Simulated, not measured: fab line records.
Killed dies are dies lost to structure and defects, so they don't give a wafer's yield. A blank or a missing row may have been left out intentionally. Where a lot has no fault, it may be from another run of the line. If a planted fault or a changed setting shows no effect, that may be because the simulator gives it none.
fab line records	flow sky130
[record] lots = 24	wafers = 72	last-day = 50
route steps=708 shown CONTACT@432 METAL1@435 METAL2@501 VIA2@520
lots with no fault: from the same line, run without faults
start-h: hours from the record's opening day to when the first of the lot's shown wafers began	wait-h: time in hours since the lot's previous step	" same as the row above	L1.1+2: a row that stands for several wafers	- no value, or no start given	* or withheld: withheld	< > ~ a bound
route shown NAME@n: names a module that has steps shown in the file, with the first one's number in the route	usual: average and standard deviation across the fault-free wafers	same: alike in all rows	chamber/n: place in a boat	sites: per-site readings	_std_site: standard deviation of those values	_edge_site: outer sites' mean less inner sites'	radius-mm: for every site, how far away it sits from the centre of the wafer	mask NAME#n: copy n	behind: tool/chamber where the wafer was last shaped	hold: why the lot was held/for how many hours/how that ended	device: the transistor (n, p or np) that didn't switch	end of line: the same wafers' tests at the end of the route	a step without rows: its recipe alone	killed: count of dies lost to structure and defects at first sort (not the wafer's yield)	map: a wafer's dies, marking killed ones x, the rest . and places with no die _
set.NAME: the setting that was run; set.NAME@STEP: the one run at that earlier step	model.NAME: the simulator's own value behind a step, which no gauge read
steps of the route over a sample of lots; a table a step, a row a wafer
services: from which hour (start-h, from the record's first day; less than 0 if before it) a tool's chamber was out of use, for how many hours, and why
[[steps]]
[step SKY_CONTACT_THK_MEAS_26]
[recipe] thk-meas-gauge = xrf	reads = W_of_CONTACT_CVD_24
[usual] CONTACT_W_THK = 320/4.4
lot.wafer	tool	chamber	start-h	wait-h	CONTACT_W_THK[nm]
L074.1	film-metro-01	-	720.26	0.1	319
L074.3	"	-	"	"	318
L074.5	"	-	"	"	320
L075.2	film-metro-04	-	726.26	0.1	319
L075.5	"	-	"	"	320
L075.6	"	-	"	"	318
L076.1	film-metro-01	-	744.92	0.1	326
L076.4	"	-	"	"	327
L076.5	"	-	"	"	328
L077.2	film-metro-01	-	758.17	0.1	322
L077.4	"	-	"	"	320
L077.5	"	-	"	"	324
L078.1	film-metro-04	-	767.17	0.1	327
L078.5	"	-	"	"	328
L078.6	"	-	"	"	330
L079.1	film-metro-01	-	770.88	0.1	325
L079.3	"	-	"	"	318
L079.4	"	-	"	"	319
L080.1	film-metro-04	-	785.18	0.1	319
L080.2	"	-	"	"	322
L080.3	"	-	"	"	322
L081.1	film-metro-02	-	793.00	0.1	319
L081.2	"	-	"	"	321
L081.5	"	-	"	"	318
L082.1	film-metro-04	-	794.45	0.1	318
L082.2	"	-	"	"	313
L082.4	"	-	"	"	310
L083.3	film-metro-04	-	802.04	0.1	323
L083.5	"	-	"	"	322
L083.6	"	-	"	"	321
L084.1	film-metro-04	-	812.22	0.1	318
L084.2	"	-	"	"	319
L084.3	"	-	"	"	317
L086.1	film-metro-04	-	818.96	0.1	327
L086.3	"	-	"	"	326
L086.5	"	-	"	"	323
L085.2	film-metro-01	-	819.35	0.1	316
L085.5	"	-	"	"	318
L085.6	"	-	"	"	319
L087.1	film-metro-02	-	831.91	0.1	320
L087.3	"	-	"	"	324
L087.6	"	-	"	"	316
L088.2	film-metro-04	-	833.10	0.1	320
L088.3	"	-	"	"	321
L088.4	"	-	"	"	322
L089.2	film-metro-04	-	845.83	0.1	323
L089.5	"	-	"	"	323
L089.6	"	-	"	"	327
L090.3	film-metro-04	-	856.80	0.1	320
L090.5	"	-	"	"	319
L090.6	"	-	"	"	316
L091.3	film-metro-02	-	857.80	0.1	317
L091.4	"	-	"	"	319
L091.6	"	-	"	"	322
L093.4	film-metro-02	-	908.02	0.1	320
L093.5	"	-	"	"	320
L093.6	"	-	"	"	322
L094.1	film-metro-02	-	908.70	0.1	315
L094.3	"	-	"	"	314
L094.4	"	-	"	"	318
L092.2	film-metro-02	-	910.08	0.1	313
L092.4	"	-	"	"	313
L092.5	"	-	"	"	314
L095.1	film-metro-02	-	910.77	0.1	314
L095.3	"	-	"	"	314
L095.5	"	-	"	"	316
L096.2	film-metro-01	-	912.32	0.1	317
L096.3	"	-	"	"	317
L096.6	"	-	"	"	318
L097.4	film-metro-02	-	917.90	0.1	319
L097.5	"	-	"	"	318
L097.6	"	-	"	"	323
[step SKY_METAL1_SPUTTER_01]
[recipe] material = TiN	target-thk-nm = 20	power-w = 6500	time-s = 16.7	chamber-pressure-pa = 0.4
[usual] throttle-valve-pct = 29.9/1.2
lot.wafer	tool	chamber	start-h	wait-h	throttle-valve-pct
L074.1	pvd-sputter-01	-	720.64	0.0	30.0
L074.3	"	-	"	"	30.1
L074.5	"	-	"	"	30.4
L075.2	pvd-sputter-04	-	726.72	0.0	28.4
L075.5	"	-	"	"	28.3
L075.6	"	-	"	"	30.8
L076.1	pvd-sputter-03	-	745.46	0.0	28.0
L076.4	"	-	"	"	28.3
L076.5	"	-	"	"	28.0
L077.2	pvd-sputter-01	-	758.54	0.0	31.4
L077.4	"	-	"	"	30.5
L077.5	"	-	"	"	30.0
L078.1	pvd-sputter-01	-	767.55	0.0	30.1
L078.5	"	-	"	"	30.2
L078.6	"	-	"	"	29.9
L079.1	pvd-sputter-04	-	771.27	0.0	28.6
L079.3	"	-	"	"	30.7
L079.4	"	-	"	"	30.9
L080.1	pvd-sputter-04	-	785.56	0.0	30.7
L080.2	"	-	"	"	29.6
L080.3	"	-	"	"	30.8
L081.1	pvd-sputter-01	-	793.44	0.0	30.1
L081.2	"	-	"	"	30.2
L081.5	"	-	"	"	31.6
L082.1	pvd-sputter-04	-	794.84	0.0	30.8
L082.2	"	-	"	"	30.7
L082.4	"	-	"	"	29.2
L083.3	pvd-sputter-03	-	802.40	0.0	32.1
L083.5	"	-	"	"	32.3
L083.6	"	-	"	"	28.2
L084.1	pvd-sputter-01	-	812.60	0.0	30.2
L084.2	"	-	"	"	30.1
L084.3	"	-	"	"	31.4
L086.1	pvd-sputter-01	-	819.34	0.0	30.2
L086.3	"	-	"	"	30.1
L086.5	"	-	"	"	30.3
L085.2	pvd-sputter-04	-	819.72	0.0	30.6
L085.5	"	-	"	"	30.6
L085.6	"	-	"	"	30.9
L087.1	pvd-sputter-03	-	832.67	0.0	27.7
L087.3	"	-	"	"	32.2
L087.6	"	-	"	"	30.1
L088.2	pvd-sputter-01	-	833.47	0.0	31.5
L088.3	"	-	"	"	30.3
L088.4	"	-	"	"	30.0
L089.2	pvd-sputter-03	-	846.21	0.0	29.9
L089.5	"	-	"	"	28.1
L089.6	"	-	"	"	30.0
L090.3	pvd-sputter-03	-	857.38	0.0	28.4
L090.5	"	-	"	"	32.0
L090.6	"	-	"	"	28.5
L091.3	pvd-sputter-04	-	858.58	0.0	29.4
L091.4	"	-	"	"	28.1
L091.6	"	-	"	"	29.6
L093.4	pvd-sputter-01	-	908.37	0.0	30.4
L093.5	"	-	"	"	30.1
L093.6	"	-	"	"	30.1
L094.1	pvd-sputter-04	-	909.08	0.0	30.8
L094.3	"	-	"	"	29.5
L094.4	"	-	"	"	30.5
L092.2	pvd-sputter-01	-	910.45	0.0	30.0
L092.4	"	-	"	"	31.4
L092.5	"	-	"	"	29.8
L095.1	pvd-sputter-03	-	911.16	0.0	28.0
L095.3	"	-	"	"	28.2
L095.5	"	-	"	"	27.9
L096.2	pvd-sputter-03	-	912.69	0.0	30.0
L096.3	"	-	"	"	28.2
L096.6	"	-	"	"	32.0
L097.4	pvd-sputter-03	-	918.25	0.0	32.2
L097.5	"	-	"	"	30.0
L097.6	"	-	"	"	28.0
[step SKY_METAL1_ETCH_18]
[recipe] chemistry = N2/H2	target = BARC	ion-energy-ev = 200	bias-w = 100	pressure-mtorr = 30	n2-flow-sccm = 100	h2-flow-sccm = 200	icp-w = 500	stop-on = SiO2	time-s = 45.9	target-depth-a = 600
[usual] chamber-pressure-mTorr = 29.995/0.028	drypump-motor-current-A = 5.7/0.61	oes-product-au = 0.854/0.0049	throttle-valve-pct = 13.224/0.011
lot.wafer	tool	chamber	start-h	wait-h	chamber-pressure-mTorr	drypump-motor-current-A	oes-product-au	rf-hours-counter-h	throttle-valve-pct
L074.1	rie-metal-04	1	747.57	0.0	30.038	5.2	0.855	13	13.227
L074.3	"	0	"	"	29.962	5.8	0.847	-	13.224
L074.5	"	1	"	"	29.981	5.1	0.855	-	13.230
L075.2	rie-metal-04	0	755.00	0.0	29.991	5.9	0.855	12	13.239
L075.5	"	1	"	"	30.026	5.1	0.852	-	13.230
L075.6	"	0	"	"	30.001	5.8	0.858	-	13.241
L076.1	rie-metal-02	1	773.33	0.0	29.976	5.4	0.845	9	13.231
L076.4	"	1	"	"	29.974	5.4	0.851	-	13.228
L076.5	"	0	"	"	29.973	6.4	0.869	-	13.246
L077.2	rie-metal-03	1	785.73	0.0	29.968	4.7	0.850	3	13.228
L077.4	"	1	"	"	29.997	4.7	0.850	-	13.214
L077.5	"	0	"	"	30.020	6.4	0.856	-	13.215
L078.1	rie-metal-02	1	794.08	0.0	30.002	5.4	0.855	10	13.205
L078.5	"	1	"	"	29.980	5.4	0.851	-	13.222
L078.6	"	0	"	"	29.977	6.4	0.847	-	13.211
L079.1	rie-metal-04	1	796.72	0.0	30.028	5.2	0.844	15	13.234
L079.3	"	1	"	"	29.995	5.2	0.853	-	13.228
L079.4	"	0	"	"	29.958	5.9	0.862	-	13.200
L080.1	rie-metal-03	1	810.83	0.0	29.981	4.7	0.855	4	13.228
L080.2	"	0	"	"	29.994	6.4	0.853	17	13.252
L080.3	"	0	"	"	30.004	6.4	0.859	-	13.221
L081.1	rie-metal-02	0	818.68	0.0	30.019	6.4	0.857	5	13.225
L081.2	"	1	"	"	29.991	5.4	0.861	11	13.227
L081.5	"	0	"	"	30.035	6.4	0.849	-	13.240
L082.1	rie-metal-04	0	820.78	0.0	29.990	5.8	0.850	14	13.240
L082.2	"	1	"	"	29.953	5.2	0.865	15	13.208
L082.4	"	1	"	"	30.016	5.2	0.856	-	13.225
L083.3	rie-metal-04	0	828.95	0.1	30.017	5.9	0.857	-	13.231
L083.5	"	0	"	"	30.008	5.9	0.848	-	13.216
L083.6	"	0	"	"	30.017	5.9	0.845	-	13.229
L084.1	rie-metal-03	0	839.13	0.0	29.976	6.4	0.856	0	13.222
L084.2	"	1	"	"	30.035	4.7	0.861	6	13.236
L084.3	"	1	"	"	29.996	4.7	0.846	-	13.216
L086.1	rie-metal-03	1	844.62	0.0	29.998	4.7	0.851	6	13.225
L086.3	"	0	"	"	29.980	6.4	0.858	-	13.213
L086.5	"	1	"	"	29.979	4.7	0.851	-	13.218
L085.2	rie-metal-02	1	845.92	0.0	30.027	5.4	0.856	12	13.215
L085.5	"	0	"	"	29.998	6.4	0.849	-	13.231
L085.6	"	1	"	"	29.985	5.4	0.855	-	13.220
L087.1	rie-metal-02	1	858.52	0.0	30.015	5.4	0.847	13	13.221
L087.3	"	1	"	"	29.942	5.4	0.849	-	13.221
L087.6	"	1	"	"	30.006	5.4	0.856	-	13.223
L088.2	rie-metal-03	0	859.64	0.1	29.971	6.4	0.851	-	13.233
L088.3	"	0	"	"	30.030	6.4	0.862	-	13.219
L088.4	"	0	"	"	29.974	6.4	0.853	-	13.231
L089.2	rie-metal-02	1	872.77	0.0	29.998	5.4	0.852	13	13.209
L089.5	"	0	"	"	29.974	6.3	0.852	-	13.217
L089.6	"	1	"	"	30.028	5.4	0.855	-	13.226
L090.3	rie-metal-02	0	883.56	0.0	29.920	6.4	0.861	-	13.223
L090.5	"	1	"	"	30.025	5.4	0.855	-	13.225
L090.6	"	0	"	"	29.993	6.4	0.861	-	13.245
L091.3	rie-metal-03	0	884.94	0.0	30.001	6.4	0.854	-	13.215
L091.4	"	1	"	"	30.012	4.7	0.857	-	13.214
L091.6	"	0	"	"	29.992	6.4	0.866	-	13.210
L093.4	rie-metal-02	1	933.26	0.0	29.943	5.4	0.859	-	13.207
L093.5	"	1	"	"	30.008	5.4	0.859	-	13.244
L093.6	"	0	"	"	29.947	6.4	0.862	-	13.220
L094.1	rie-metal-03	0	934.48	0.0	30.030	6.4	0.854	5	13.208
L094.3	"	1	"	"	29.955	4.7	0.857	-	13.244
L094.4	"	0	"	"	30.008	6.4	0.851	-	13.223
L092.2	rie-metal-04	1	934.83	0.0	29.957	5.1	0.853	4	13.223
L092.4	"	1	"	"	30.020	5.2	0.862	-	13.227
L092.5	"	1	"	"	29.984	5.2	0.851	-	13.232
L095.1	rie-metal-02	1	936.03	0.0	29.998	5.4	0.856	15	13.246
L095.3	"	0	"	"	29.996	6.4	0.854	-	13.213
L095.5	"	0	"	"	29.969	6.3	0.849	-	13.234
L096.2	rie-metal-03	1	937.98	0.0	29.950	4.7	0.851	10	13.221
L096.3	"	0	"	"	30.001	6.4	0.853	-	13.213
L096.6	"	0	"	"	30.052	6.4	0.850	-	13.221
L097.4	rie-metal-04	0	943.30	0.0	30.006	5.9	0.852	-	13.219
L097.5	"	0	"	"	29.968	5.9	0.850	-	13.242
L097.6	"	1	"	"	29.957	5.2	0.848	-	13.227
[step SKY_METAL2_ETCH_18]
[recipe] chemistry = N2/H2	target = BARC	ion-energy-ev = 200	bias-w = 100	pressure-mtorr = 30	n2-flow-sccm = 100	h2-flow-sccm = 200	icp-w = 500	stop-on = SiO2	time-s = 45.9	target-depth-a = 600
[usual] chamber-pressure-mTorr = 30.001/0.026	drypump-motor-current-A = 5.6/0.59	oes-product-au = 0.855/0.0054	throttle-valve-pct = 13.226/0.01
lot.wafer	tool	chamber	start-h	wait-h	chamber-pressure-mTorr	drypump-motor-current-A	oes-product-au	rf-hours-counter-h	throttle-valve-pct
L074.1	rie-metal-01	1	804.18	0.0	30.024	5.8	0.852	7	13.236
L074.3	"	0	"	"	30.031	5.1	0.850	-	13.229
L074.5	"	0	"	"	30.004	5.2	0.853	-	13.240
L075.2	rie-metal-02	0	810.18	0.0	30.022	6.4	0.853	5	13.213
L075.5	"	1	"	"	29.989	5.4	0.852	-	13.231
L075.6	"	0	"	"	29.990	6.4	0.851	-	13.224
L076.1	rie-metal-01	0	827.12	0.0	29.947	5.2	0.852	1	13.230
L076.4	"	1	"	"	29.990	5.8	0.857	-	13.222
L076.5	"	1	"	"	30.009	5.8	0.857	-	13.216
L077.2	rie-metal-02	0	840.22	0.0	30.017	6.4	0.861	6	13.220
L077.4	"	1	"	"	29.986	5.4	0.858	-	13.226
L077.5	"	1	"	"	29.995	5.4	0.855	-	13.217
L078.1	rie-metal-03	0	849.70	0.1	30.019	6.4	0.854	0	13.215
L078.5	"	0	"	"	30.027	6.4	0.857	-	13.216
L078.6	"	0	"	"	29.979	6.4	0.863	-	13.225
L079.1	rie-metal-01	0	851.08	0.0	30.024	5.1	0.851	2	13.217
L079.3	"	0	"	"	29.975	5.1	0.858	-	13.234
L079.4	"	1	"	"	30.009	5.8	0.849	-	13.223
L080.1	rie-metal-01	1	866.63	0.0	29.998	5.8	0.854	9	13.235
L080.2	"	0	"	"	30.002	5.2	0.851	3	13.231
L080.3	"	1	"	"	29.963	5.8	0.851	-	13.223
L081.1	rie-metal-03	1	873.15	0.1	29.971	4.7	0.856	7	13.219
L081.2	"	1	"	"	29.990	4.7	0.849	-	13.212
L081.5	"	1	"	"	30.033	4.7	0.855	-	13.231
L082.1	rie-metal-01	1	877.73	0.0	30.035	5.8	0.860	10	13.235
L082.2	"	0	"	"	30.016	5.1	0.850	3	13.230
L082.4	"	0	"	"	29.987	5.1	0.847	-	13.234
L083.3	rie-metal-01	0	884.21	0.0	29.965	5.1	0.842	-	13.233
L083.5	"	0	"	"	30.001	5.2	0.862	-	13.239
L083.6	"	1	"	"	30.024	5.8	0.852	-	13.216
L084.1	rie-metal-03	1	894.52	0.0	30.016	4.7	0.853	8	13.214
L084.2	"	0	"	"	30.038	6.4	0.859	3	13.226
L084.3	"	1	"	"	30.009	4.7	0.851	-	13.228
L086.1	rie-metal-03	0	898.93	0.0	30.019	6.4	0.855	4	13.223
L086.3	"	0	"	"	29.991	6.4	0.855	-	13.226
L086.5	"	1	"	"	29.989	4.7	0.847	-	13.228
L085.2	rie-metal-01	1	900.63	0.0	29.979	5.8	0.854	11	13.226
L085.5	"	0	"	"	30.021	5.1	0.861	-	13.204
L085.6	"	1	"	"	30.044	5.8	0.852	-	13.237
L087.1	rie-metal-01	0	913.58	0.0	29.984	5.2	0.854	5	13.216
L087.3	"	1	"	"	29.965	5.8	0.845	-	13.202
L087.6	"	1	"	"	30.052	5.8	0.862	-	13.229
L088.2	rie-metal-02	0	915.45	0.0	29.972	6.4	0.850	9	13.224
L088.3	"	1	"	"	29.971	5.4	0.846	-	13.226
L088.4	"	0	"	"	30.017	6.3	0.847	-	13.222
L089.2	rie-metal-03	0	926.28	0.0	29.935	6.4	0.855	5	13.235
L089.5	"	0	"	"	30.037	6.4	0.858	-	13.230
L089.6	"	1	"	"	30.015	4.7	0.857	-	13.217
L090.3	rie-metal-01	0	936.79	0.0	29.980	5.2	0.853	-	13.213
L090.5	"	1	"	"	30.028	5.8	0.860	-	13.235
L090.6	"	0	"	"	29.989	5.2	0.849	-	13.233
L091.3	rie-metal-01	1	938.65	0.0	30.026	5.8	0.849	-	13.228
L091.4	"	0	"	"	30.023	5.2	0.860	-	13.224
L091.6	"	0	"	"	29.990	5.1	0.847	-	13.232
L093.4	rie-metal-01	0	984.20	0.0	29.959	5.1	0.858	-	13.221
L093.5	"	1	"	"	29.966	5.8	0.855	-	13.241
L093.6	"	0	"	"	29.996	5.1	0.847	-	13.235
L094.1	rie-metal-02	0	985.28	0.1	29.978	6.4	0.854	12	13.219
L094.3	"	0	"	"	30.068	6.3	0.855	-	13.224
L094.4	"	0	"	"	29.986	6.4	0.861	-	13.215
L092.2	rie-metal-03	0	985.78	0.0	29.976	6.4	0.848	9	13.213
L092.4	"	1	"	"	30.024	4.7	0.855	-	13.239
L092.5	"	0	"	"	30.018	6.4	0.852	-	13.217
L095.1	rie-metal-01	1	986.48	0.0	30.034	5.8	0.863	16	13.223
L095.3	"	0	"	"	29.971	5.1	0.862	-	13.211
L095.5	"	1	"	"	30.016	5.8	0.852	-	13.226
L096.2	rie-metal-02	0	988.98	0.0	29.964	6.4	0.857	13	13.228
L096.3	"	1	"	"	29.983	5.4	0.867	-	13.236
L096.6	"	0	"	"	30.017	6.4	0.869	-	13.210
L097.4	rie-metal-03	0	993.74	0.0	29.956	6.4	0.860	-	13.214
L097.5	"	0	"	"	30.005	6.4	0.869	-	13.232
L097.6	"	1	"	"	30.009	4.7	0.865	-	13.251
[step SKY_VIA2_OVL_MEAS_13]
[usual] VIA2_OVL = -1/5.3
lot.wafer	tool	chamber	start-h	wait-h	VIA2_OVL[nm]
L074.1	overlay-01	-	830.66	0.1	-4
L074.3	"	-	"	"	-7
L074.5	"	-	"	"	0
L075.2	overlay-01	-	837.82	0.1	0
L075.5	"	-	"	"	-1
L075.6	"	-	"	"	5
L076.1	overlay-01	-	854.92	0.1	-1
L076.4	"	-	"	"	3
L076.5	"	-	"	"	-6
L077.2	overlay-02	-	868.06	0.1	-2
L077.4	"	-	"	"	-4
L077.5	"	-	"	"	-2
L078.1	overlay-02	-	877.86	0.1	-5
L078.5	"	-	"	"	1
L078.6	"	-	"	"	1
L079.1	overlay-02	-	878.10	0.1	-7
L079.3	"	-	"	"	-9
L079.4	"	-	"	"	-4
L080.1	overlay-01	-	893.97	0.1	-6
L080.2	"	-	"	"	-8
L080.3	"	-	"	"	-12
L081.1	overlay-01	-	899.86	0.1	3
L081.2	"	-	"	"	-1
L081.5	"	-	"	"	3
L082.1	overlay-01	-	904.62	0.1	-5
L082.2	"	-	"	"	3
L082.4	"	-	"	"	7
L083.3	overlay-02	-	910.52	0.1	-9
L083.5	"	-	"	"	-8
L083.6	"	-	"	"	-2
L084.1	overlay-01	-	920.81	0.1	2
L084.2	"	-	"	"	-2
L084.3	"	-	"	"	0
L086.1	overlay-02	-	925.17	0.1	-4
L086.3	"	-	"	"	5
L086.5	"	-	"	"	4
L085.2	overlay-02	-	926.86	0.1	-4
L085.5	"	-	"	"	1
L085.6	"	-	"	"	-5
L087.1	overlay-02	-	939.61	0.1	-8
L087.3	"	-	"	"	-4
L087.6	"	-	"	"	1
L088.2	overlay-01	-	941.22	0.1	2
L088.3	"	-	"	"	15
L088.4	"	-	"	"	3
L089.2	overlay-02	-	951.92	0.1	-5
L089.5	"	-	"	"	0
L089.6	"	-	"	"	-8
L090.3	overlay-01	-	962.33	0.1	0
L090.5	"	-	"	"	-1
L090.6	"	-	"	"	3
L091.3	overlay-01	-	963.97	0.1	9
L091.4	"	-	"	"	7
L091.6	"	-	"	"	0
L093.4	overlay-01	-	1009.23	0.1	1
L093.5	"	-	"	"	-5
L093.6	"	-	"	"	-1
L094.1	overlay-02	-	1009.81	0.1	2
L094.3	"	-	"	"	-1
L094.4	"	-	"	"	5
L092.2	overlay-02	-	1010.32	0.1	0
L092.4	"	-	"	"	8
L092.5	"	-	"	"	2
L095.1	overlay-02	-	1011.27	0.1	-1
L095.3	"	-	"	"	-2
L095.5	"	-	"	"	-9
L096.2	overlay-02	-	1013.87	0.1	-3
L096.3	"	-	"	"	0
L096.6	"	-	"	"	0
L097.4	overlay-02	-	1017.14	0.1	-8
L097.5	"	-	"	"	-7
L097.6	"	-	"	"	0
[step SKY_VIA2_THK_MEAS_23]
[recipe] thk-meas-gauge = xrf	reads = W_of_VIA2_CVD_21
[usual] VIA2_W_THK = 390/5.5
lot.wafer	tool	chamber	start-h	wait-h	VIA2_W_THK[nm]
L074.1	film-metro-01	-	831.74	0.1	383
L074.3	"	-	"	"	382
L074.5	"	-	"	"	387
L075.2	film-metro-04	-	838.91	0.1	388
L075.5	"	-	"	"	393
L075.6	"	-	"	"	391
L076.1	film-metro-01	-	855.99	0.1	388
L076.4	"	-	"	"	387
L076.5	"	-	"	"	385
L077.2	film-metro-02	-	869.13	0.1	385
L077.4	"	-	"	"	390
L077.5	"	-	"	"	386
L078.1	film-metro-02	-	878.92	0.1	396
L078.5	"	-	"	"	388
L078.6	"	-	"	"	394
L079.1	film-metro-02	-	879.18	0.1	386
L079.3	"	-	"	"	387
L079.4	"	-	"	"	388
L080.1	film-metro-02	-	895.02	0.1	388
L080.2	"	-	"	"	384
L080.3	"	-	"	"	389
L081.1	film-metro-04	-	900.99	0.1	399
L081.2	"	-	"	"	398
L081.5	"	-	"	"	394
L082.1	film-metro-04	-	905.70	0.1	404
L082.2	"	-	"	"	406
L082.4	"	-	"	"	402
L083.3	film-metro-02	-	911.58	0.1	388
L083.5	"	-	"	"	389
L083.6	"	-	"	"	386
L084.1	film-metro-02	-	921.85	0.1	389
L084.2	"	-	"	"	384
L084.3	"	-	"	"	383
L086.1	film-metro-02	-	926.24	0.1	386
L086.3	"	-	"	"	384
L086.5	"	-	"	"	385
L085.2	film-metro-02	-	927.92	0.1	384
L085.5	"	-	"	"	375
L085.6	"	-	"	"	382
L087.1	film-metro-02	-	940.65	0.1	393
L087.3	"	-	"	"	389
L087.6	"	-	"	"	386
L088.2	film-metro-04	-	942.27	0.1	394
L088.3	"	-	"	"	398
L088.4	"	-	"	"	393
L089.2	film-metro-04	-	953.04	0.1	389
L089.5	"	-	"	"	386
L089.6	"	-	"	"	391
L090.3	film-metro-02	-	963.44	0.1	394
L090.5	"	-	"	"	394
L090.6	"	-	"	"	392
L091.3	film-metro-04	-	965.19	0.1	392
L091.4	"	-	"	"	398
L091.6	"	-	"	"	396
L093.4	film-metro-04	-	1010.29	0.1	391
L093.5	"	-	"	"	394
L093.6	"	-	"	"	397
L094.1	film-metro-02	-	1010.86	0.1	387
L094.3	"	-	"	"	384
L094.4	"	-	"	"	384
L092.2	film-metro-01	-	1011.38	0.1	392
L092.4	"	-	"	"	399
L092.5	"	-	"	"	395
L095.1	film-metro-04	-	1012.31	0.1	389
L095.3	"	-	"	"	392
L095.5	"	-	"	"	392
L096.2	film-metro-01	-	1014.92	0.1	393
L096.3	"	-	"	"	388
L096.6	"	-	"	"	395
L097.4	film-metro-02	-	1018.21	0.1	388
L097.5	"	-	"	"	390
L097.6	"	-	"	"	386
[[services]]
tool	chamber	start-h	hours	kind
pvd-sputter-01	1	701.65	-	consumable-replace:kit
pvd-sputter-01	1	701.65	18.0	scheduled-down
pvd-sputter-01	1	701.65	18.0	vent-cycle
pvd-sputter-04	-	716.66	2.2	repair
rie-metal-01	0	774.28	-	clean
rie-metal-01	0	774.28	19.3	scheduled-down
rie-metal-01	0	774.28	19.3	vent-cycle
rie-metal-03	1	786.18	8.1	repair
rie-metal-03	0	813.11	-	clean
rie-metal-03	0	813.11	23.7	scheduled-down
rie-metal-03	0	813.11	23.7	vent-cycle
rie-metal-01	0	835.39	2.6	repair
rie-metal-03	1	846.14	26.1	repair
rie-metal-03	-	846.47	2.8	pm
pvd-sputter-01	-	850.27	3.7	repair
rie-metal-04	1	856.74	4.2	repair
rie-metal-03	0	872.64	5.9	repair
pvd-sputter-04	-	882.14	4.5	repair
rie-metal-02	-	896.74	14.6	pm
pvd-sputter-01	-	903.36	0.8	repair
pvd-sputter-03	-	935.06	1.5	repair
rie-metal-02	1	964.96	-	clean
rie-metal-02	1	964.96	21.4	scheduled-down
rie-metal-02	1	964.96	21.4	vent-cycle
[[key]]
fault none
